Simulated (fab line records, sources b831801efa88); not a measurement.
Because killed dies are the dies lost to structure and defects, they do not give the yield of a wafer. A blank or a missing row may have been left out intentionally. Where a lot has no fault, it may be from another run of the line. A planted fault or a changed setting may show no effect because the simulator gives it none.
fab line records	flow sky130
record: lots: 6	wafers: 18	last_day: 50
route steps=708 shown LOCAL_INTERCONNECT@394 CONTACT@406 PAD_OPEN@708
lots untouched by any fault: they come from a run of this same line in which no faults occurred
start_h: hours from the record's opening day to when the first of the lot's shown wafers began	wait_h: hours from the lot's prior step to this one	" repeats the value in the row above	L1.1+2: one row covering several wafers at once	- no value, or no start given	* or withheld: withheld	< > ~ a bound
route shown NAME@n: names a module that has steps shown in the file, with the first one's number in the route	usual: mean/standard deviation taken from wafers without a fault	same: alike in all rows	chamber/n: place in a boat	sites: each site's reading	_std_site: how widely they spread, as a standard deviation	_edge_site: mean of outer sites minus mean of inner sites	radius_mm: for every site, how far away it sits from the centre of the wafer	mask NAME#n: copy n	behind: the tool/chamber that last shaped the wafer	hold: cause of the lot's hold/its duration in hours/its outcome	device: transistor that didn't switch, given as n, p or np	end of line: the tests these same wafers got at the end of their route	where a step has no rows: the recipe by itself	killed: not the wafer's yield, but the dies lost to structure and defects at the first sort	map: a wafer's dies, marking killed ones x, the rest . and places with no die _
set.NAME: the run value of the setting; set.NAME@STEP: its run value at that earlier step	model.NAME: the simulator's own value behind a step, which no gauge read
lots at some steps of the route; a table a step, a row a wafer
services: from which hour (start_h, from the record's first day; less than 0 if before it) a tool's chamber was out of use, for how many hours, and why
== steps ==
step: SKY_LOCAL_INTERCONNECT_SOFTBAKE_07
recipe: temp_c: 100	time_s: 90	resist: KrF-thick
step: SKY_LOCAL_INTERCONNECT_EXPOSE_08
recipe: mask_id: LI1M	na: 0.8	source_shape: annular	sigma_inner: 0.55	sigma_outer: 0.85	target_cd_nm: 170	dose_mj: 28
step: SKY_LOCAL_INTERCONNECT_PEB_09
recipe: peb_temp_c: withheld	peb_time_s: withheld	resist: KrF-thick
step: SKY_LOCAL_INTERCONNECT_DEVELOP_10
recipe: develop_time_s: 60	resist: KrF-thick	dev_temp_c: 21
step: SKY_LOCAL_INTERCONNECT_CD_MEAS_11
recipe: target_cd_nm: 170
usual: cd_nm: 169.9/1.3
lot.wafer	tool	chamber	start_h	wait_h	cd_nm
L872.2	cd_sem-01	-	708.69	-	169.2
L872.4	"	-	"	"	169.4
L872.5	"	-	"	"	168.1
L874.2	cd_sem-01	-	725.34	-	171.9
L874.4	"	-	"	"	173.6
L874.6	"	-	"	"	171.5
L884.2	cd_sem-01	-	811.69	-	168.2
L884.3	"	-	"	"	168.8
L884.6	"	-	"	"	168.7
L885.3	cd_sem-01	-	813.81	-	171.1
L885.4	"	-	"	"	171.3
L885.5	"	-	"	"	171.7
L888.3	cd_sem-01	-	837.91	-	172.3
L888.4	"	-	"	"	170.0
L888.5	"	-	"	"	170.7
L892.3	cd_sem-01	-	880.16	-	169.4
L892.4	"	-	"	"	170.6
L892.5	"	-	"	"	169.6
step: SKY_LOCAL_INTERCONNECT_OVL_MEAS_12
usual: LOCAL_INTERCONNECT_OVL: 2/5.4
lot.wafer	tool	chamber	start_h	wait_h	LOCAL_INTERCONNECT_OVL[nm]
L872.2	overlay-02	-	708.79	0.1	10
L872.4	"	-	"	"	2
L872.5	"	-	"	"	2
L874.2	overlay-02	-	725.44	0.1	1
L874.4	"	-	"	"	0
L874.6	"	-	"	"	-3
L884.2	overlay-02	-	811.79	0.1	6
L884.3	"	-	"	"	-4
L884.6	"	-	"	"	0
L885.3	overlay-02	-	813.90	0.1	7
L885.4	"	-	"	"	1
L885.5	"	-	"	"	-6
L888.3	overlay-01	-	838.00	0.1	-1
L888.4	"	-	"	"	-4
L888.5	"	-	"	"	-2
L892.3	overlay-01	-	880.25	0.1	-1
L892.4	"	-	"	"	-1
L892.5	"	-	"	"	-8
step: SKY_LOCAL_INTERCONNECT_ETCH_13
recipe: chemistry: N2/H2	target: BARC	ion_energy_ev: 200	bias_w: 100	pressure_mtorr: 30	n2_flow_sccm: 100	h2_flow_sccm: 200	icp_w: 500	stop_on: SiO2	time_s: 45.9	target_depth_a: 600
usual: bias_w: 100.0/0.31	drypump_motor_current_A: 5.6/0.37	oes_product_au: 0.854/0.0047	rf_fwd_power_W: 494.3/2.3	throttle_valve_pct: 13.225/0.0082
lot.wafer	tool	chamber	start_h	wait_h	bias_w	drypump_motor_current_A	oes_product_au	rf_fwd_power_W	rf_hours_counter_h	throttle_valve_pct
L872.2	rie_metal-03	0	708.82	0.0	99.5	5.5	0.855	496.0	7	13.225
L872.4	"	0	"	"	100.3	5.5	0.849	498.5	-	13.219
L872.5	"	0	"	"	100.2	5.5	0.852	497.0	-	13.227
L874.2	rie_metal-02	1	725.47	0.0	100.2	5.5	0.851	493.4	5	13.209
L874.4	"	1	"	"	100.4	5.5	0.853	492.4	-	13.230
L874.6	"	1	"	"	100.4	5.5	0.854	492.2	-	13.222
L884.2	rie_metal-03	1	811.82	0.0	100.1	6.3	0.850	496.5	2	13.233
L884.3	"	1	"	"	99.9	6.3	0.850	496.2	-	13.218
L884.6	"	1	"	"	100.2	6.3	0.855	495.9	-	13.241
L885.3	rie_metal-03	1	813.94	0.0	100.5	6.3	0.843	495.3	-	13.229
L885.4	"	0	"	"	100.0	5.5	0.859	497.4	-	13.219
L885.5	"	0	"	"	100.1	5.5	0.851	497.0	-	13.221
L888.3	rie_metal-04	1	838.05	0.0	100.0	5.2	0.854	493.1	-	13.219
L888.4	"	0	"	"	100.3	5.5	0.854	492.6	-	13.228
L888.5	"	0	"	"	100.5	5.5	0.855	491.1	-	13.232
L892.3	rie_metal-02	1	880.29	0.0	99.8	5.5	0.858	490.0	-	13.223
L892.4	"	0	"	"	99.9	6.1	0.850	498.0	-	13.218
L892.5	"	0	"	"	99.9	6.1	0.860	496.3	-	13.241
step: SKY_LOCAL_INTERCONNECT_METAL_ETCH_14
recipe: target_depth_nm: 110	stop_on: PSG	chemistry: Cl2/BCl3	target: TiN	resist_sidewall_deg: 88	pressure_mtorr: 10	icp_w: 900	bias_w: 48.5	Cl2_flow_sccm: 60	bcl3_flow_sccm: 30	time_s: 31.4
usual: bias_w: 48.50/0.16	drypump_motor_current_A: 5.6/0.36	oes_product_au: 0.939/0.0082	rf_fwd_power_W: 887/4.1	throttle_valve_pct: 21.903/0.0089
lot.wafer	tool	chamber	start_h	wait_h	bias_w	drypump_motor_current_A	oes_product_au	rf_fwd_power_W	rf_hours_counter_h	throttle_valve_pct
L872.2	rie_metal-03	0	708.89	0.0	48.43	5.5	0.952	891	7	21.897
L872.4	"	0	"	"	48.53	5.4	0.929	886	-	21.891
L872.5	"	0	"	"	48.53	5.5	0.937	886	-	21.894
L874.2	rie_metal-02	1	725.54	0.0	48.46	5.5	0.925	884	5	21.911
L874.4	"	1	"	"	48.48	5.5	0.940	888	-	21.904
L874.6	"	1	"	"	48.51	5.5	0.932	882	-	21.909
L884.2	rie_metal-03	1	811.88	0.0	48.63	6.3	0.942	892	2	21.901
L884.3	"	1	"	"	48.36	6.3	0.949	890	-	21.888
L884.6	"	1	"	"	48.46	6.3	0.938	894	-	21.894
L885.3	rie_metal-03	1	814.00	0.0	48.67	6.3	0.944	891	-	21.886
L885.4	"	0	"	"	48.44	5.5	0.952	888	-	21.883
L885.5	"	0	"	"	48.46	5.5	0.941	892	-	21.900
L888.3	rie_metal-04	1	838.11	0.0	48.64	5.2	0.940	888	-	21.902
L888.4	"	0	"	"	48.30	5.5	0.953	887	-	21.906
L888.5	"	0	"	"	48.52	5.5	0.938	887	-	21.895
L892.3	rie_metal-02	1	880.35	0.0	48.58	5.5	0.928	880	-	21.915
L892.4	"	0	"	"	48.64	6.0	0.926	889	-	21.907
L892.5	"	0	"	"	48.44	6.0	0.937	891	-	21.910
step: SKY_LOCAL_INTERCONNECT_STRIP_15
recipe: chemistry: O2/N2	power_w: 1400	pressure_mtorr: 1500	platen_temp_c: withheld	o2_flow_sccm: 3000	n2_flow_sccm: 300	overash_fraction: 0.5
usual: drypump_motor_current_A: 5.2/0.42	oes_product_au: 0.426/0.0044	strip_time_to_endpoint_s: 4.718/0.018
lot.wafer	tool	chamber	start_h	wait_h	drypump_motor_current_A	oes_product_au	rf_hours_counter_h	strip_time_to_endpoint_s
L872.2	plasma_asher-01	1	708.94	0.0	4.6	0.419	58	4.732
L872.4	"	0	"	"	5.9	0.423	-	4.748
L872.5	"	0	"	"	5.9	0.420	-	4.748
L874.2	plasma_asher-02	1	725.59	0.0	5.4	0.415	89	4.729
L874.4	"	1	"	"	5.4	0.428	-	4.726
L874.6	"	1	"	"	5.4	0.433	-	4.714
L884.2	plasma_asher-04	0	811.94	0.0	5.0	0.422	7	4.736
L884.3	"	0	"	"	5.0	0.427	-	4.729
L884.6	"	0	"	"	4.9	0.417	-	4.750
L885.3	plasma_asher-04	0	814.07	0.1	4.9	0.427	-	4.718
L885.4	"	1	"	"	5.2	0.426	-	4.721
L885.5	"	1	"	"	5.2	0.425	-	4.726
L888.3	plasma_asher-01	1	838.17	0.1	4.6	0.431	-	4.749
L888.4	"	0	"	"	5.9	0.423	-	4.707
L888.5	"	1	"	"	4.6	0.422	-	4.717
L892.3	plasma_asher-04	0	880.42	0.1	4.9	0.427	-	4.730
L892.4	"	1	"	"	5.2	0.428	-	4.729
L892.5	"	0	"	"	4.9	0.424	-	4.735
step: SKY_LOCAL_INTERCONNECT_STRIP_16
recipe: chemistry: post_etch_residue_remover	time_s: 1200	temp_c: 72.5
step: SKY_LOCAL_INTERCONNECT_CLEAN_17
recipe: chemistry: IPA	time_s: 180	temp_c: 25
step: SKY_LOCAL_INTERCONNECT_CLEAN_18
recipe: chemistry: O3/DIW	dry: n2_spin
step: SKY_CONTACT_CVD_00
recipe: material: Si3N4	target_thk_nm: 75	temp_c: 400	time_s: withheld	rf_w: 450
usual: heater_power_w: 712/99	rf_fwd_power_W: 443.9/2.2
lot.wafer	tool	chamber	start_h	wait_h	heater_power_w	rf_fwd_power_W	model.Si3N4_of_CONTACT_CVD_00.thk_nm
L872.2	pecvd-03	0	709.53	0.0	839	441.9	73.47
L872.4	"	0	"	"	839	440.3	75.13
L872.5	"	2	"	"	592	445.3	76.19
L874.2	pecvd-03	0	726.19	0.0	751	438.1	75.95
L874.4	"	2	"	"	544	443.8	77.46
L874.6	"	0	"	"	756	440.5	76.71
L884.2	pecvd-01	2	812.53	0.0	561	444.4	73.44
L884.3	"	1	"	"	577	444.8	75.5
L884.6	"	1	"	"	565	444.8	76.74
L885.3	pecvd-03	0	814.63	0.0	733	-	25.09
L885.4	"	2	"	"	648	446.9	77.12
L885.5	"	0	"	"	743	-	25.6
L888.3	pecvd-03	0	838.74	0.0	697	-	24.12
L888.4	"	1	"	"	587	442.9	75.62
L888.5	"	0	"	"	714	-	23.58
L892.3	pecvd-02	2	880.99	0.0	898	444.3	76.27
L892.4	"	2	"	"	896	441.3	77.07
L892.5	"	0	"	"	731	444.2	76.16
step: SKY_CONTACT_THK_MEAS_01
recipe: reads: Si3N4_of_CONTACT_CVD_00
usual: CONTACT_CVD_00_THK: 75.4/1
lot.wafer	tool	chamber	start_h	wait_h	CONTACT_CVD_00_THK[nm]
L872.2	film_metro-02	-	709.57	-	73.5
L872.4	"	-	"	"	75.1
L872.5	"	-	"	"	76.1
L874.2	film_metro-04	-	726.23	-	76.0
L874.4	"	-	"	"	77.5
L874.6	"	-	"	"	76.7
L884.2	film_metro-02	-	812.58	-	73.5
L884.3	"	-	"	"	75.5
L884.6	"	-	"	"	76.8
L885.3	film_metro-01	-	814.69	-	25.1
L885.4	"	-	"	"	77.1
L885.5	"	-	"	"	25.7
L888.3	film_metro-02	-	838.79	-	24.1
L888.4	"	-	"	"	75.5
L888.5	"	-	"	"	23.6
L892.3	film_metro-02	-	881.04	-	76.3
L892.4	"	-	"	"	77.1
L892.5	"	-	"	"	76.2
step: SKY_CONTACT_HDPCVD_02
recipe: material: SiO2	target_thk_nm: 565	sigma_open_frac: 0.3	time_s: 94.2	temp_c: 600	sih4_flow_sccm: 60	pressure_mtorr: 6
step: SKY_CONTACT_THK_MEAS_03
recipe: reads: SiO2_of_CONTACT_HDPCVD_02
usual: CONTACT_HDPCVD_THK: 566/6.3
lot.wafer	tool	chamber	start_h	wait_h	CONTACT_HDPCVD_THK[nm]
L872.2	film_metro-04	-	709.70	0.0	578
L872.4	"	-	"	"	566
L872.5	"	-	"	"	574
L874.2	film_metro-01	-	726.36	0.0	566
L874.4	"	-	"	"	567
L874.6	"	-	"	"	573
L884.2	film_metro-04	-	812.70	0.0	576
L884.3	"	-	"	"	562
L884.6	"	-	"	"	574
L885.3	film_metro-04	-	814.81	0.1	568
L885.4	"	-	"	"	572
L885.5	"	-	"	"	568
L888.3	film_metro-04	-	838.92	0.1	577
L888.4	"	-	"	"	573
L888.5	"	-	"	"	571
L892.3	film_metro-04	-	881.17	0.1	568
L892.4	"	-	"	"	569
L892.5	"	-	"	"	568
step: SKY_CONTACT_CMP_04
recipe: material: SiO2	down_force_psi: 4	platen_rpm: 60	pad_velocity_m_s: 0.94248
usual: motor_current_A: 12.4/1.8	slurry_filter_dp_kPa: 13.50/0.13
lot.wafer	tool	chamber	start_h	wait_h	motor_current_A	slurry_filter_dp_kPa
L872.2	cmp-01	1	709.80	0.1	11.4	13.62
L872.4	"	3	"	"	15.3	13.58
L872.5	"	1	"	"	11.6	13.35
L874.2	cmp-02	1	726.41	0.0	9.7	13.51
L874.4	"	0	"	"	13.0	13.40
L874.6	"	2	"	"	11.1	13.50
L884.2	cmp-01	1	812.80	0.1	11.5	13.40
L884.3	"	3	"	"	15.5	13.61
L884.6	"	0	"	"	14.1	13.48
L885.3	cmp-01	0	814.90	0.1	13.1	13.68
L885.4	"	1	"	"	11.5	13.52
L885.5	"	3	"	"	15.1	13.40
L888.3	cmp-01	3	838.96	0.0	14.8	13.47
L888.4	"	1	"	"	11.9	13.17
L888.5	"	3	"	"	15.0	13.71
L892.4	cmp-02	3	881.21	0.0	11.0	13.29
L892.3	"	0	"	"	12.2	13.59
L892.5	"	0	"	"	12.6	13.41
step: SKY_CONTACT_BOW_MEAS_05
recipe: mode: bow
usual: CONTACT_BOW: 83/6.7
lot.wafer	tool	chamber	start_h	wait_h	CONTACT_BOW[um]
L872.2	film_metro-01	-	710.07	0.2	95
L872.4	"	-	"	"	87
L872.5	"	-	"	"	88
L874.2	film_metro-04	-	726.73	0.3	82
L874.4	"	-	"	"	76
L874.6	"	-	"	"	81
L884.2	film_metro-02	-	813.07	0.2	76
L884.3	"	-	"	"	81
L884.6	"	-	"	"	66
L885.3	film_metro-01	-	815.19	0.2	77
L885.4	"	-	"	"	73
L885.5	"	-	"	"	81
L888.3	film_metro-04	-	839.30	0.3	95
L888.4	"	-	"	"	82
L888.5	"	-	"	"	92
L892.3	film_metro-02	-	881.55	0.2	81
L892.4	"	-	"	"	85
L892.5	"	-	"	"	90
step: SKY_CONTACT_DEHYDRATE_06
recipe: temp_c: 200	time_s: 60
step: SKY_CONTACT_HMDS_07
recipe: prime_time_s: 60	prime_temp_c: 120
step: SKY_CONTACT_COAT_08
recipe: resist: BARC	temp_c: withheld	time_s: withheld	spin_rpm: 3000	resist_thk_nm: 60
step: SKY_CONTACT_COAT_09
recipe: resist: KrF-thick	spin_rpm: 3000	resist_thk_nm: 450
step: SKY_CONTACT_SOFTBAKE_10
recipe: temp_c: 100	time_s: 90	resist: KrF-thick
step: SKY_CONTACT_EXPOSE_11
recipe: mask_id: CTM1	na: 0.8	source_shape: annular	sigma_inner: 0.55	sigma_outer: 0.85	target_cd_nm: 170	dose_mj: 38
step: SKY_CONTACT_PEB_12
recipe: peb_temp_c: withheld	peb_time_s: withheld	resist: KrF-thick
step: SKY_CONTACT_DEVELOP_13
recipe: develop_time_s: 60	resist: KrF-thick	dev_temp_c: 21
step: SKY_CONTACT_CD_MEAS_14
recipe: target_cd_nm: 170
usual: cd_nm: 170.5/1.4
lot.wafer	tool	chamber	start_h	wait_h	cd_nm
L872.2	cd_sem-02	-	737.78	-	173.2
L872.4	"	-	"	"	172.9
L872.5	"	-	"	"	172.6
L874.2	cd_sem-02	-	754.88	-	171.1
L874.4	"	-	"	"	171.0
L874.6	"	-	"	"	172.7
L884.2	cd_sem-02	-	839.38	-	167.2
L884.3	"	-	"	"	168.9
L884.6	"	-	"	"	168.8
L885.3	cd_sem-01	-	842.40	-	169.9
L885.4	"	-	"	"	170.1
L885.5	"	-	"	"	170.3
L888.3	cd_sem-02	-	865.96	-	171.3
L888.4	"	-	"	"	171.0
L888.5	"	-	"	"	172.4
L892.3	cd_sem-01	-	907.25	-	168.8
L892.4	"	-	"	"	168.1
L892.5	"	-	"	"	168.7
step: SKY_CONTACT_OVL_MEAS_15
usual: CONTACT_OVL: -1/5.6
lot.wafer	tool	chamber	start_h	wait_h	CONTACT_OVL[nm]
L872.2	overlay-02	-	737.88	0.1	-8
L872.4	"	-	"	"	-5
L872.5	"	-	"	"	-7
L874.2	overlay-02	-	754.99	0.1	-3
L874.4	"	-	"	"	-4
L874.6	"	-	"	"	-3
L884.2	overlay-02	-	839.48	0.1	2
L884.3	"	-	"	"	6
L884.6	"	-	"	"	-3
L885.3	overlay-01	-	842.49	0.1	-3
L885.4	"	-	"	"	0
L885.5	"	-	"	"	-2
L888.3	overlay-02	-	866.05	0.1	-2
L888.4	"	-	"	"	-11
L888.5	"	-	"	"	-6
L892.3	overlay-02	-	907.34	0.1	-9
L892.4	"	-	"	"	-3
L892.5	"	-	"	"	-10
step: SKY_CONTACT_ETCH_16
recipe: chemistry: N2/H2	target: BARC	ion_energy_ev: 200	source_w: 500	bias_w: 100	pressure_mtorr: 30	n2_flow_sccm: 100	h2_flow_sccm: 200	stop_on: SiO2	time_s: 45.9	target_depth_a: 600
step: SKY_CONTACT_ETCH_17
recipe: target: SiO2	chemistry: C4F8/O2/Ar	stop_on: Si3N4	mask_material: KrF-thick	source_w: 1500	bias_w: 1200	pressure_mtorr: 40	c4f8_flow_sccm: withheld	O2_flow_sccm: 6	Ar_flow_sccm: 300	time_s: withheld	target_depth_a: 3400
usual: bias_w: 1200/3.8	oes_product_au: 0.893/0.0047	rf_fwd_power_W: 1489/4.7
lot.wafer	tool	chamber	start_h	wait_h	bias_w	oes_product_au	rf_fwd_power_W
L872.2	rie_diel-03	0	737.96	0.0	1199	0.894	1489
L872.4	"	3	"	"	1190	0.903	1490
L872.5	"	0	"	"	1205	0.895	1496
L874.2	rie_diel-02	0	755.06	0.0	1201	0.902	1492
L874.4	"	1	"	"	1201	0.896	1495
L874.6	"	1	"	"	1203	0.902	1493
L884.2	rie_diel-03	0	839.56	0.0	1203	0.891	1492
L884.3	"	2	"	"	1200	0.890	1493
L884.6	"	2	"	"	1200	0.890	1492
L885.3	rie_diel-03	2	842.56	0.0	1210	0.898	1482
L885.4	"	1	"	"	1195	0.899	1494
L885.5	"	0	"	"	1195	0.895	1483
L888.3	rie_diel-01	3	866.12	0.0	1200	0.890	1489
L888.4	"	0	"	"	1201	0.902	1485
L888.5	"	0	"	"	1202	0.891	1484
L892.3	rie_diel-01	3	907.41	0.0	1197	0.895	1481
L892.4	"	0	"	"	1194	0.896	1482
L892.5	"	3	"	"	1194	0.894	1485
step: SKY_CONTACT_ETCH_18
recipe: target: Si3N4	chemistry: CHF3/O2	stop_on: TiN	source_w: 600	bias_w: 200	pressure_mtorr: 40	chf3_flow_sccm: 50	O2_flow_sccm: 5	time_s: 39	target_depth_a: 750
usual: bias_w: 200.0/0.6	drypump_motor_current_A: 5.7/0.51	oes_product_au: 0.857/0.0077	rf_fwd_power_W: 594.2/1.9	throttle_valve_pct: 8.793/0.01
lot.wafer	tool	chamber	start_h	wait_h	bias_w	drypump_motor_current_A	oes_product_au	rf_fwd_power_W	rf_hours_counter_h	throttle_valve_pct	model.etch.depth_nm
L872.2	rie_diel-03	0	-	-	199.8	6.7	0.839	594.5	18	8.783	73.47
L872.4	"	3	"	"	199.4	6.2	0.854	597.1	18	8.811	75.13
L872.5	"	0	"	"	199.6	6.7	0.863	596.7	-	8.798	76.19
L874.2	rie_diel-02	0	-	-	200.1	6.2	0.862	592.9	8	8.785	75.95
L874.4	"	1	"	"	200.1	5.6	0.863	593.5	17	8.812	77.46
L874.6	"	1	"	"	200.8	5.6	0.863	598.2	-	8.779	76.71
L884.2	rie_diel-03	0	-	-	199.7	6.7	0.843	596.4	21	8.781	73.44
L884.3	"	2	"	"	199.8	5.6	0.849	595.8	18	8.801	75.5
L884.6	"	2	"	"	199.3	5.6	0.866	595.7	-	8.783	76.74
L885.3	rie_diel-03	2	-	-	199.5	5.6	0.530	600.0	18	8.732	25.09
L885.4	"	1	"	"	200.0	5.2	0.866	598.1	3	8.809	77.12
L885.5	"	0	"	"	199.7	6.7	0.542	597.6	-	8.716	25.6
L888.3	rie_diel-01	3	-	-	200.4	5.4	0.533	592.5	14	8.703	24.12
L888.4	"	0	"	"	200.2	5.6	0.856	591.0	19	8.784	75.62
L888.5	"	0	"	"	199.9	5.6	0.534	592.1	-	8.724	23.58
L892.3	rie_diel-01	3	-	-	200.1	5.4	0.862	592.8	15	8.793	76.27
L892.4	"	0	"	"	200.2	5.6	0.864	591.1	21	8.793	77.07
L892.5	"	3	"	"	200.8	5.3	0.862	591.9	-	8.779	76.16
step: SKY_CONTACT_STRIP_19
recipe: chemistry: O2/N2	power_w: 1400	pressure_mtorr: 1500	platen_temp_c: withheld	o2_flow_sccm: 3000	n2_flow_sccm: 300	overash_fraction: 0.5
step: SKY_PAD_OPEN_PROBE_99
usual: killed_at_M0_to_M3: 43/6	killed_at_M4_up: 3.2/1.9	killed_at_contacts: 25/5.4	killed_at_front_end: 15/4.5	killed_at_other: 0.3/0.59	killed_dies: 87/8.7	killed_open: 47/6.7	killed_short: 39/5.7
same: gross_dies: 492	killed_at_back_side: 0
lot.wafer	tool	chamber	start_h	wait_h	killed_at_M0_to_M3	killed_at_M4_up	killed_at_contacts	killed_at_front_end	killed_at_other	killed_dies	killed_open	killed_short
L884.2	prober-01	-	1160.78	0.1	48	5	24	17	0	94	59	35
L884.3	prober-01	-	1160.83	0.2	38	4	25	10	0	77	36	41
L884.6	prober-01	-	1160.98	0.2	51	3	21	9	0	84	44	40
killed by level:class
L884.2 VIA1:geometric_particle:open=13 METAL2:geometric_particle:short=12 LI_CONTACT:geometric_particle:open=11 CONTACT:geometric_particle:open=10 VIA3:geometric_particle:open=7 FIELD_ISO:geometric_particle:short=4 POLY_GATE:geometric_particle:short=4 METAL1:geometric_particle:short=4
L884.3 LI_CONTACT:geometric_particle:open=8 CONTACT:geometric_particle:open=7 METAL2:geometric_particle:short=7 VIA2:geometric_particle:open=6 METAL1:geometric_particle:short=5 FIELD_ISO:geometric_particle:short=4 LI_CONTACT:geometric_particle:short=4 CONTACT:geometric_particle:short=4
L884.6 VIA3:geometric_particle:open=10 VIA1:geometric_particle:short=9 LI_CONTACT:geometric_particle:open=8 METAL1:geometric_particle:short=7 VIA2:geometric_particle:open=7 VIA1:geometric_particle:open=7 CONTACT:geometric_particle:open=5 VIA3:geometric_particle:short=5
== services ==
tool	chamber	start_h	hours	kind
rie_diel-01	1	686.70	9.7	repair
cmp-01	-	712.41	9.4	repair
rie_metal-02	-	715.94	0.7	repair
cmp-02	-	716.76	0.8	repair
plasma_asher-01	-	723.63	6.1	repair
cmp-01	-	726.25	2.4	repair
rie_diel-01	-	730.91	0.5	repair
plasma_asher-04	-	733.75	9.0	pm
cmp-02	-	745.46	0.4	repair
cmp-01	-	747.53	5.4	pm
rie_metal-04	0	749.16	14.2	repair
cmp-01	-	752.95	4.0	pm
rie_diel-02	-	756.31	14.6	pm
cmp-01	-	760.57	0.6	repair
rie_diel-01	3	770.21	16.2	repair
cmp-01	-	770.32	0.8	repair
rie_diel-01	2	780.17	17.8	repair
rie_diel-03	2	796.38	4.5	repair
cmp-01	-	809.20	3.0	repair
pecvd-03	0	820.19	5.2	repair
rie_diel-03	-	835.09	0.1	repair
pecvd-03	-	852.78	4.3	repair
rie_metal-02	-	856.83	0.1	repair
rie_diel-01	3	896.30	2.6	repair
== key ==
first_sign: step: SKY_CONTACT_THK_MEAS_01	reading: CONTACT_CVD_00_THK	direction: down	sigmas: 48	usual: 75.4	struck: 24.6
effect: step: SKY_CONTACT_ETCH_18	reading: oes_product_au	direction: down	sigmas: 42	usual: 0.857	struck: 0.535
model_effect: step: SKY_CONTACT_CVD_00	value: Si3N4_of_CONTACT_CVD_00.thk_nm	without: 74.17	struck: 24.6
model_effect: step: SKY_CONTACT_ETCH_18	value: etch.depth_nm	without: 74.17	struck: 24.6
met_at SKY_CONTACT_CVD_00
struck_wafers L885.3,L885.5,L888.3,L888.5
tester_left_out L885,L888
onset_between 726.19 814.63
fault: kind: process_parameter_drift	tool: pecvd-03	chamber: 0	onset_h: 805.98	steps: SKY_CONTACT_CVD_00	channel: time_s	offset: withheld	shape: step	end_h: 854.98	acts_in: *
tester_left_out: of these lots the tester's yield and bins aren't shown, on N5 and GAA mostly nor the transistor test; their killed dies are dies lost to structure and defects alone, not to doping, threshold or leakage, so they don't give the yield
